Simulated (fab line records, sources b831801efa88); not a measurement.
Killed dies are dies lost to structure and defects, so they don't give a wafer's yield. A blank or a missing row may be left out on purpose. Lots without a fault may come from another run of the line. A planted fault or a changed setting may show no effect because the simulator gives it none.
A struck lot beside a sound one | flow sky130 | 17 steps out of a route of 708
Sound: wafers L589.1, L589.3, L589.6. Struck: wafer L586.4. (L586.6 of the same lot was not struck and is left out.) The cause comes at the end.
At each step with rows: each side's tool, then ch and its chambers, then its first start. Under that, the readings that differ: sound wafers | struck wafers | difference of the means | sigmas: that difference in standard deviations of wafers without a fault.
alike: readings whose means differ by less than 2 such deviations, and words and numbers that are the same on both sides. not compared: withheld readings, readings that some wafer has no value for, bounds like >300 that may hide the same value, and numbers for which the record gives no deviation and whose values overlap.
The two part at a step that has a row with sigmas, a row that says differs or no value, or rows on one side only. Numbers that don't overlap but have no deviation are shown without sigmas and don't part them. A reading that every wafer of one side lacks parts them only if that side has two wafers or more.

SKY_VT_ADJUST_HVTP_OVL_MEAS_08:
  sound on overlay-02, day 9 23:11; struck on overlay-01, day 9 05:28
  alike: VT_ADJUST_HVTP_OVL
then, 1 step without rows for these wafers: SKY_VT_ADJUST_HVTP_IMPLANT_09.
SKY_VT_ADJUST_HVTP_STRIP_10: strips in O2/N2.
  sound on plasma_asher-01 ch 0,1, day 9 23:22; struck on plasma_asher-02 ch 0, day 9 05:40
  alike: drypump_motor_current_A, oes_product_au, strip_time_to_endpoint_s
  not compared: rf_hours_counter_h
SKY_VT_ADJUST_HVTP_TW_MEAS_11:
  sound on film_metro-04, day 9 23:28; struck on film_metro-03, day 9 05:46
  alike: VT_ADJUST_HVTP_TW
then, 7 steps without rows for these wafers: SKY_VT_ADJUST_LVTN_DEHYDRATE_00 (time 60 s); SKY_VT_ADJUST_LVTN_HMDS_01 (prime time 60 s); SKY_VT_ADJUST_LVTN_COAT_02 (resist thk 3000 nm); SKY_VT_ADJUST_LVTN_SOFTBAKE_03; SKY_VT_ADJUST_LVTN_EXPOSE_04 (exposes mask NWM COMPLEMENT LESS NATIVE, target cd 840 nm); SKY_VT_ADJUST_LVTN_PEB_05; SKY_VT_ADJUST_LVTN_DEVELOP_06 (develop time 60 s).
SKY_VT_ADJUST_LVTN_OVL_MEAS_07:
  sound on overlay-01, day 10 21:56; struck on overlay-02, day 10 02:50
  alike: VT_ADJUST_LVTN_OVL
SKY_VT_ADJUST_LVTN_IMPLANT_08:
  sound on implanter-01 ch 0, day 10 21:58; struck on implanter-02 ch 0, day 10 02:56
  alike: beam_on_s
SKY_VT_ADJUST_LVTN_STRIP_09: strips in O2/N2.
  sound on plasma_asher-03 ch 0,1, day 10 22:07; struck on plasma_asher-03 ch 0, day 10 03:02
  reading                      | sound             | struck | difference | sigmas
  strip_time_to_endpoint_s (s) | 36.80 36.86 36.86 | 37.10  | +0.26      | +2
  alike: drypump_motor_current_A, oes_product_au
  not compared: rf_hours_counter_h
SKY_VT_ADJUST_LVTN_TW_MEAS_10:
  sound on film_metro-02, day 10 22:13; struck on film_metro-03, day 10 03:08
  reading           | sound             | struck | difference | sigmas
  VT_ADJUST_LVTN_TW | 242.3 241.6 242.8 | 232.4  | -9.8       | -8
then, 1 step without rows for these wafers: SKY_VT_ADJUST_LVTN_DEHYDRATE_11 (time 60 s).
-- the record jumps here: 39 days lie between the struck wafers' starts before and after (it left off in module VT_ADJUST_LVTN and takes up again in module PAD_OPEN, whose first step shown is number 708 of the route) --
SKY_PAD_OPEN_PROBE_99:
  sound on prober-01, day 49 11:58; struck on prober-02, day 48 20:17
  reading                                   | sound                   | struck  | difference | sigmas
  killed_open                               | 54 39 45                | 61      | +15        | +2
  model.etest.nfet_01v8_lvt.vt_sat_v (V)    | 0.5473 0.5468 0.5373    | 0.5247  | -0.0191    |
  model.etest.nfet_01v8.vt_v_range          | 0.01142 0.01145 0.00518 | 0.02141 | +0.01206   |
  model.etest.nfet_01v8_lvt.body_rise_v (V) | 0.1443 0.1428 0.1404    | 0.1391  | -0.0034    |
  alike: killed_at_M0_to_M3, killed_at_M4_up, killed_at_contacts, killed_at_front_end, killed_at_other, killed_dies, killed_short
  not compared: model.etest.nfet_01v8.drive_ua_um_range

WHERE THEY PART
First at SKY_VT_ADJUST_LVTN_STRIP_09; last, within this record, at SKY_PAD_OPEN_PROBE_99.

WHY: what the simulator had put in
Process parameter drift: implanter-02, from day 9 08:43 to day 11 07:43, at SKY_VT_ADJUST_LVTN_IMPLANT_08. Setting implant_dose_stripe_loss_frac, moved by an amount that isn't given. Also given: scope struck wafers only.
